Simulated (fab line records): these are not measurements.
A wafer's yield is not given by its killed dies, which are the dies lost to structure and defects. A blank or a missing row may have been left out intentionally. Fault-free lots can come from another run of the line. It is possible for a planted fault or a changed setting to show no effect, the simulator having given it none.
Matching of chambers || flow gf180mcu || 4 sister chambers for GF_CONTACT_CMP_27 on cmp-01
The step polishes, stops on SiO2, t overpolish 15 s, target thk 0 nm. 4 wafers are shown with their chamber, then 7 later ones without.

## EACH WAFER AND ITS CHAMBER
{"wafer": "L780.2", "chamber": 3, "motor_current_A (A)": 9.3}
{"wafer": "L780.6", "chamber": 2, "motor_current_A (A)": 10.5}
{"wafer": "L782.2", "chamber": 0, "motor_current_A (A)": 11.7}
{"wafer": "L782.3", "chamber": 1, "motor_current_A (A)": 12.4}

## WAFERS WITHOUT THEIR CHAMBER
{"wafer": "L782.5", "motor_current_A (A)": 9.2}
{"wafer": "L784.1", "motor_current_A (A)": 9.4}
{"wafer": "L784.2", "motor_current_A (A)": 10.3}
{"wafer": "L784.5", "motor_current_A (A)": 9.7}
{"wafer": "L785.2", "motor_current_A (A)": 10.6}
{"wafer": "L785.3", "motor_current_A (A)": 12.8}
{"wafer": "L785.4", "motor_current_A (A)": 11.3}

## WHICH CHAMBER EACH WENT THROUGH
{"wafer": "L782.5", "from the rows above": 3, "in truth": 3}
{"wafer": "L784.1", "from the rows above": 3, "in truth": 3}
{"wafer": "L784.2", "from the rows above": 2, "in truth": 2}
{"wafer": "L784.5", "from the rows above": "can't be placed: 3 or 2", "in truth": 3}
{"wafer": "L785.2", "from the rows above": 2, "in truth": 2}
{"wafer": "L785.3", "from the rows above": 1, "in truth": 1}
{"wafer": "L785.4", "from the rows above": "can't be placed: 0 or 2", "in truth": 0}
Correct placement for 5 of the 7. From these rows, 2 cannot be placed; in 2 the true chamber is one of the candidates. Number placed wrongly: 0.
How it was worked out, from the rows above alone: a wafer's distance from a chamber is the root of the sum, over the readings, of the square of ((its reading less the chamber's mean) divided by the reading's scatter). The wafer belongs to the nearest chamber; if the next one is less than 2 further off, it can't be placed. The mean given for a chamber averages the wafers shown for that chamber. The scatter (one wafer shown for each chamber): square how far every hidden wafer sits from the nearest shown wafer, average those squares and take the square root.
